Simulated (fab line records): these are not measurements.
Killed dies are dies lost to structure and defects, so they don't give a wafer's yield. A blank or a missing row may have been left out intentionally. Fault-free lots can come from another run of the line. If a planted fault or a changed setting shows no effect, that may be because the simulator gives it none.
fab line records	flow sky130
[record] lots = 12	wafers = 36	last-day = 50
route steps=708 shown METAL2@500 VIA2@509 PAD_OPEN@708
lots untouched by any fault: they come from a run of this same line in which no faults occurred
start-h: hours from the record's first day to the start of the lot's first wafer shown	wait-h: time in hours since the lot's previous step	" identical to the entry in the row above	L1.1+2: one row covering several wafers at once	- no value, or no start was given	* or withheld: withheld	< > ~ a bound
route shown NAME@n: names a module that has steps shown in the file, with the first one's number in the route	usual: mean and standard deviation over wafers with no fault	same: alike in all rows	chamber/n: place in a boat	sites: per-site readings	_std_site: standard deviation across them	_edge_site: outer sites' mean less inner sites'	radius-mm: how far each site lies from the wafer's centre	mask NAME#n: copy n	behind: the tool/chamber that last shaped the wafer	hold: reason for holding the lot/hours on hold/outcome of the hold	device: the transistor (n, p or np) that didn't switch	end of line: the tests these same wafers got at the end of their route	a step without rows: its recipe alone	killed: not the wafer's yield, but the dies lost to structure and defects at the first sort	map: a wafer's dies, x killed, . not, _ none there
set.NAME: the setting the step ran with; set.NAME@STEP: the setting that earlier step ran with	model.NAME: the simulator's own value behind a step, which no gauge read
a sample of lots followed through the steps of the route, with each step as a table and each wafer as a row
services: from which hour (start-h, from the record's first day; less than 0 if before it) a tool's chamber was out of use, for how many hours, and why
[[steps]]
[step SKY_METAL2_DESCUM_17]
[recipe] chemistry = O2	source-power-w = 150	bias-power-w = 0	pressure-mtorr = 10	temp-c = 40	time-s = 8
[usual] chamber-pressure-mTorr = 10.001/0.0091	drypump-motor-current-A = 5.7/0.31	oes-product-au = 1.008/0.011
lot.wafer	tool	chamber	start-h	wait-h	chamber-pressure-mTorr	drypump-motor-current-A	oes-product-au	rf-hours-counter-h
L793.3	rie-metal-02	0	820.64	0.0	9.984	5.8	0.998	-
L793.5	"	1	"	"	9.981	5.1	1.008	-
L793.6	"	0	"	"	10.006	5.8	1.004	-
L797.1	rie-metal-02	1	869.66	0.0	10.007	5.1	1.006	18
L797.2	"	0	"	"	10.008	5.8	1.016	14
L797.4	"	1	"	"	10.005	5.0	1.009	-
L796.1	rie-metal-01	1	875.93	0.0	9.998	5.2	1.001	10
L796.4	"	0	"	"	10.009	5.8	1.014	-
L796.6	"	1	"	"	10.018	5.2	0.998	-
L798.2	rie-metal-01	0	878.16	0.0	10.007	5.8	1.003	4
L798.3	"	1	"	"	9.998	5.2	0.979	-
L798.4	"	0	"	"	9.994	5.8	0.995	-
L800.2	rie-metal-02	0	882.62	0.0	10.015	5.8	0.993	-
L800.4	"	0	"	"	9.989	5.8	0.999	-
L800.5	"	0	"	"	9.989	5.8	1.008	-
L804.3	rie-metal-04	1	917.48	0.0	10.002	5.9	1.020	-
L804.4	"	0	"	"	10.007	5.8	0.990	-
L804.5	"	1	"	"	10.008	5.9	1.028	-
L803.1	rie-metal-04	0	919.78	0.0	10.006	5.7	0.986	0
L803.2	"	1	"	"	9.997	5.9	1.018	14
L803.6	"	1	"	"	9.991	5.9	1.013	-
L805.1	rie-metal-01	0	920.97	0.0	10.001	5.8	1.019	4
L805.3	"	0	"	"	10.008	5.8	1.018	-
L805.5	"	0	"	"	10.013	5.8	1.015	-
L807.2	rie-metal-02	0	925.56	0.0	10.006	5.8	1.008	17
L807.4	"	1	"	"	10.000	5.1	1.011	-
L807.6	"	0	"	"	9.995	5.8	1.003	-
L809.2	rie-metal-02	1	940.41	0.0	10.002	5.1	1.028	2
L809.5	"	0	"	"	9.989	5.8	1.013	-
L809.6	"	1	"	"	9.990	5.1	1.025	-
L811.2	rie-metal-04	0	962.51	0.0	10.008	5.7	0.995	2
L811.4	"	1	"	"	9.995	5.9	1.022	-
L811.6	"	1	"	"	10.015	5.9	1.022	-
L814.1	rie-metal-02	0	975.76	0.0	10.000	5.8	1.012	20
L814.2	"	1	"	"	9.987	5.1	1.007	4
L814.5	"	1	"	"	9.993	5.1	1.011	-
[step SKY_VIA2_CMP_02]
[recipe] material = SiO2	down-force-psi = 4	platen-rpm = 60	pad-velocity-m-s = 0.94248
[usual] motor-current-A = 12.2/1.2	retaining-ring-pressure-frac = 1.000/0.0051	slurry-flow-ml-min = 150.0/0.47
lot.wafer	tool	chamber	start-h	wait-h	motor-current-A	retaining-ring-pressure-frac	slurry-flow-ml-min
L793.3	cmp-01	3	821.65	0.1	11.0	1.002	148.6
L793.6	"	2	"	"	12.0	1.001	150.5
L793.5	"	3	"	"	11.5	1.004	148.9
L797.1	cmp-01	2	870.63	0.1	13.1	1.000	150.1
L797.4	"	3	"	"	11.6	0.997	149.7
L797.2	"	1	"	"	12.1	1.002	149.6
L796.1	cmp-01	3	877.00	0.1	11.6	1.015	149.7
L796.4	"	0	"	"	13.4	1.004	149.4
L796.6	"	1	"	"	12.2	1.004	150.2
L798.4	cmp-02	2	879.13	0.0	12.2	0.998	150.1
L798.3	"	0	"	"	13.3	1.007	150.5
L798.2	"	1	"	"	12.8	0.998	150.4
L800.4	cmp-02	2	883.90	0.1	12.9	0.998	150.5
L800.2	"	3	"	"	9.4	1.006	150.0
L800.5	"	0	"	"	12.5	0.998	150.2
L804.3	cmp-02	3	918.56	0.1	9.3	0.996	150.0
L804.4	"	0	"	"	12.8	1.002	150.2
L804.5	"	3	"	"	9.8	0.996	149.7
L803.2	cmp-01	3	920.78	0.0	11.8	1.001	150.3
L803.1	"	0	"	"	13.7	1.001	149.9
L803.6	"	0	"	"	13.8	0.993	150.5
L805.1	cmp-02	2	922.12	0.1	12.5	1.005	149.1
L805.3	"	1	"	"	12.9	1.000	149.9
L805.5	"	2	"	"	12.7	1.008	149.5
L807.2	cmp-01	0	926.63	0.1	12.9	0.997	150.0
L807.4	"	1	"	"	12.0	0.997	150.3
L807.6	"	3	"	"	11.0	1.001	150.0
L809.2	cmp-01	2	941.72	0.0	13.0	1.006	150.8
L809.6	"	2	"	"	13.2	1.004	151.3
L809.5	"	3	"	"	11.3	1.006	150.1
L811.2	cmp-01	1	964.48	1.0	12.4	0.990	149.9
L811.4	"	2	"	"	12.6	1.008	150.3
L811.6	"	2	"	"	12.5	1.015	150.4
L814.2	cmp-02	2	976.83	0.1	11.7	0.995	149.7
L814.1	"	3	"	"	9.3	1.000	149.6
L814.5	"	1	"	"	13.9	1.000	150.1
[step SKY_VIA2_EXPOSE_09]
[recipe] mask-id = VIM2	na = 0.8	source-shape = annular	sigma-inner = 0.55	sigma-outer = 0.85	target-cd-nm = 200	dose-mj = 38
[usual] exposure-dose-mJ-cm2 = 37.92/0.043
[same] sigma-inner = 0.55
lot.wafer	tool	chamber	start-h	wait-h	mask	exposure-dose-mJ-cm2
L793.3	krf-scanner-01	0	835.97	-	VIM2#0	37.96
L793.5	"	0	"	"	VIM2#0	37.99
L793.6	"	0	"	"	VIM2#0	38.00
L797.1	krf-scanner-01	0	884.33	-	VIM2#0	37.95
L797.2	"	0	"	"	VIM2#0	37.93
L797.4	"	0	"	"	VIM2#0	37.90
L796.1	krf-scanner-01	0	890.26	-	VIM2#0	38.00
L796.4	"	0	"	"	VIM2#0	37.94
L796.6	"	0	"	"	VIM2#0	38.01
L798.2	krf-scanner-01	0	893.32	-	VIM2#0	39.45
L798.3	"	0	"	"	VIM2#0	39.46
L798.4	"	0	"	"	VIM2#0	39.46
L800.2	krf-scanner-01	0	897.63	-	VIM2#0	39.47
L800.4	"	0	"	"	VIM2#0	39.47
L800.5	"	0	"	"	VIM2#0	39.48
L804.3	krf-scanner-02	0	931.27	-	VIM2#0	37.90
L804.4	"	0	"	"	VIM2#0	37.91
L804.5	"	0	"	"	VIM2#0	37.85
L803.1	krf-scanner-02	0	933.46	-	VIM2#0	37.88
L803.2	"	0	"	"	VIM2#0	37.93
L803.6	"	0	"	"	VIM2#0	37.93
L805.1	krf-scanner-02	0	934.26	-	VIM2#0	37.86
L805.3	"	0	"	"	VIM2#0	37.91
L805.5	"	0	"	"	VIM2#0	37.84
L807.2	krf-scanner-02	0	938.85	-	VIM2#0	37.90
L807.4	"	0	"	"	VIM2#0	37.94
L807.6	"	0	"	"	VIM2#0	37.91
L809.2	krf-scanner-02	0	954.70	-	VIM2#0	37.84
L809.5	"	0	"	"	VIM2#0	37.87
L809.6	"	0	"	"	VIM2#0	37.86
L811.2	krf-scanner-02	0	976.57	-	VIM2#0	37.88
L811.4	"	0	"	"	VIM2#0	37.89
L811.6	"	0	"	"	VIM2#0	37.92
L814.1	krf-scanner-02	0	989.80	-	VIM2#0	37.95
L814.2	"	0	"	"	VIM2#0	37.92
L814.5	"	0	"	"	VIM2#0	37.88
[step SKY_VIA2_CD_MEAS_12]
[recipe] target-cd-nm = 200
[usual] cd-nm = 200.4/1.5
lot.wafer	tool	chamber	start-h	wait-h	cd-nm
L793.3	cd-sem-02	-	849.27	-	199.8
L793.5	"	-	"	"	200.2
L793.6	"	-	"	"	201.0
L797.1	cd-sem-01	-	897.63	-	198.6
L797.2	"	-	"	"	199.9
L797.4	"	-	"	"	199.3
L796.1	cd-sem-02	-	903.06	-	200.2
L796.4	"	-	"	"	200.2
L796.6	"	-	"	"	199.8
L798.2	cd-sem-01	-	906.05	-	206.8
L798.3	"	-	"	"	205.5
L798.4	"	-	"	"	206.1
L800.2	cd-sem-01	-	909.70	-	207.7
L800.4	"	-	"	"	208.6
L800.5	"	-	"	"	209.2
L804.3	cd-sem-02	-	943.15	-	201.1
L804.4	"	-	"	"	199.3
L804.5	"	-	"	"	200.0
L803.1	cd-sem-01	-	945.96	-	199.1
L803.2	"	-	"	"	198.3
L803.6	"	-	"	"	199.7
L805.1	cd-sem-02	-	946.68	-	197.8
L805.3	"	-	"	"	198.9
L805.5	"	-	"	"	199.4
L807.2	cd-sem-01	-	950.58	-	200.4
L807.4	"	-	"	"	200.4
L807.6	"	-	"	"	200.0
L809.2	cd-sem-01	-	966.03	-	200.2
L809.5	"	-	"	"	202.4
L809.6	"	-	"	"	200.3
L811.2	cd-sem-01	-	988.90	-	201.6
L811.4	"	-	"	"	202.1
L811.6	"	-	"	"	200.6
L814.1	cd-sem-01	-	1000.81	-	203.2
L814.2	"	-	"	"	203.7
L814.5	"	-	"	"	202.1
[step SKY_VIA2_ETCH_14]
[recipe] chemistry = N2/H2	target = BARC	ion-energy-ev = 200	source-w = 500	bias-w = 100	pressure-mtorr = 30	n2-flow-sccm = 100	h2-flow-sccm = 200	stop-on = SiO2	time-s = 45.9	target-depth-a = 600
[usual] chamber-pressure-mTorr = 30.003/0.027	drypump-motor-current-A = 5.5/0.52	oes-product-au = 0.854/0.0046	throttle-valve-pct = 13.223/0.0093
lot.wafer	tool	chamber	start-h	wait-h	chamber-pressure-mTorr	drypump-motor-current-A	oes-product-au	rf-hours-counter-h	throttle-valve-pct
L793.3	rie-diel-01	2	849.38	0.0	30.001	5.0	0.855	19	13.214
L793.5	"	2	"	"	30.036	5.0	0.858	-	13.236
L793.6	"	3	"	"	30.002	6.2	0.854	-	13.231
L797.1	rie-diel-04	3	897.78	0.0	29.937	5.3	0.848	4	13.234
L797.2	"	1	"	"	30.000	5.3	0.856	5	13.220
L797.4	"	2	"	"	30.016	4.8	0.852	3	13.233
L796.1	rie-diel-04	1	903.21	0.0	29.955	5.3	0.854	5	13.221
L796.4	"	3	"	"	29.995	5.3	0.846	4	13.210
L796.6	"	1	"	"	29.934	5.3	0.845	-	13.226
L798.2	rie-diel-04	0	906.18	0.0	30.010	5.7	0.848	16	13.242
L798.3	"	2	"	"	30.014	4.8	0.856	3	13.219
L798.4	"	1	"	"	30.026	5.3	0.849	5	13.237
L800.2	rie-diel-01	0	909.83	0.0	29.984	5.5	0.857	2	13.231
L800.4	"	3	"	"	30.010	6.2	0.854	26	13.239
L800.5	"	3	"	"	30.021	6.2	0.858	-	13.232
L804.3	rie-diel-03	1	943.26	0.0	30.046	5.7	0.859	19	13.234
L804.4	"	1	"	"	29.981	5.7	0.857	-	13.237
L804.5	"	2	"	"	30.010	6.0	0.853	-	13.227
L803.1	rie-diel-03	2	946.11	0.0	30.005	6.1	0.850	28	13.228
L803.2	"	1	"	"	30.019	5.7	0.855	19	13.230
L803.6	"	0	"	"	29.995	6.6	0.860	-	13.215
L805.1	rie-diel-04	1	946.83	0.0	30.008	5.3	0.863	6	13.223
L805.3	"	3	"	"	30.013	5.3	0.865	5	13.218
L805.5	"	1	"	"	29.980	5.3	0.854	-	13.216
L807.2	rie-diel-01	2	950.71	0.0	29.993	5.0	0.852	22	13.222
L807.4	"	0	"	"	29.973	5.6	0.853	3	13.215
L807.6	"	3	"	"	30.019	6.2	0.856	-	13.229
L809.2	rie-diel-01	0	966.16	0.0	30.033	5.6	0.852	4	13.225
L809.5	"	2	"	"	30.040	5.0	0.842	-	13.220
L809.6	"	3	"	"	30.043	6.2	0.853	-	13.222
L811.2	rie-diel-03	2	989.04	0.0	29.994	6.2	0.859	30	13.214
L811.4	"	0	"	"	30.043	6.5	0.850	17	13.220
L811.6	"	1	"	"	30.037	5.7	0.853	-	13.220
L814.1	rie-diel-04	2	1000.96	0.0	29.959	4.8	0.857	6	13.237
L814.2	"	3	"	"	29.998	5.3	0.860	7	13.222
L814.5	"	1	"	"	30.012	5.3	0.857	-	13.220
[step SKY_PAD_OPEN_PROBE_99]
[usual] killed_at_M0_to_M3 = 43/7.5	killed_at_M4_up = 2.8/1.8	killed-at-contacts = 24/5.3	killed-at-front-end = 14/4.2	killed-at-other = 0.3/0.54	killed-dies = 84/9.4	killed-open = 46/7.1	killed-short = 38/6.6
[same] gross-dies = 492	killed-at-back-side = 0
lot.wafer	tool	chamber	start-h	wait-h	killed_at_M0_to_M3	killed_at_M4_up	killed-at-contacts	killed-at-front-end	killed-at-other	killed-dies	killed-open	killed-short
L798.2	prober-02	-	1123.51	0.1	40	2	20	20	0	82	44	37
// killed by level:class
L798.2 VIA1:geometric-particle:open=12 CONTACT:geometric-particle:open=9 FIELD_ISO:geometric-particle:short=6 VIA1:geometric-particle:short=6 VIA3:geometric-particle:open=5 POLY_GATE:geometric-particle:short=4 LOCAL_INTERCONNECT:geometric-particle:short=4 VIA2:geometric-particle:open=4
[[services]]
tool	chamber	start-h	hours	kind
krf-scanner-02	-	801.89	0.8	pm
krf-scanner-02	-	812.55	0.8	pm
rie-diel-04	-	817.82	2.8	pm
krf-scanner-01	-	819.20	1.3	pm
krf-scanner-01	-	820.70	0.3	repair
cmp-02	-	851.21	0.7	repair
krf-scanner-01	-	861.98	1.0	pm
krf-scanner-02	-	874.22	1.3	pm
krf-scanner-01	-	878.56	0.8	pm
krf-scanner-02	-	902.62	3.6	pm
cmp-01	-	907.13	0.4	repair
cmp-02	-	912.06	4.0	pm
rie-metal-02	-	925.78	2.8	pm
krf-scanner-01	-	930.23	4.4	pm
krf-scanner-01	-	935.47	7.2	pm
krf-scanner-01	-	942.67	3.6	pm
krf-scanner-02	-	945.22	7.7	repair
krf-scanner-02	-	952.95	1.0	pm
cmp-02	-	961.35	8.5	repair
krf-scanner-02	-	962.69	3.0	pm
krf-scanner-02	-	970.69	0.8	pm
rie-diel-04	0	993.67	7.4	repair
krf-scanner-01	-	995.10	1.3	pm
cmp-01	-	998.84	5.9	repair
[[key]]
[first-sign] step = SKY_VIA2_EXPOSE_09	reading = exposure-dose-mJ-cm2	direction = up	sigmas = 36	usual = *	struck = *
[effect] step = SKY_VIA2_CD_MEAS_12	reading = cd-nm	direction = up	sigmas = 4.5	usual = 200.4	struck = 207.3
met-at SKY_VIA2_EXPOSE_09
struck-lots L798,L800
rows-end L800.2,L800.4,L800.5
tester-left-out L798
not-acting-at SKY_METAL2_DESCUM_17,SKY_VIA2_CMP_02,SKY_VIA2_ETCH_14
onset-between 890.26 893.32
[earlier-fault] kind = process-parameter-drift	tool = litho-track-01	chamber = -	onset-h = 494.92	steps = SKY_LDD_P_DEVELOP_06	channel = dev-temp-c	offset = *	shape = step	end-h = 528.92	acts-in = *	stated = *
[fault] kind = process-parameter-drift	tool = krf-scanner-01	chamber = -	onset-h = 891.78	steps = SKY_VIA2_EXPOSE_09	channel = dose-mj	offset = 1.528	shape = step	acts-in = these-recipes-only	stated = 38
// tester-left-out: of these lots the tester's yield and bins aren't shown, on N5 and GAA mostly nor the transistor test; their killed dies are dies lost to structure and defects alone, not to doping, threshold or leakage, so they don't give the yield
// rows-end: these wafers met a further fault down the route, and their rows from its step on are left out
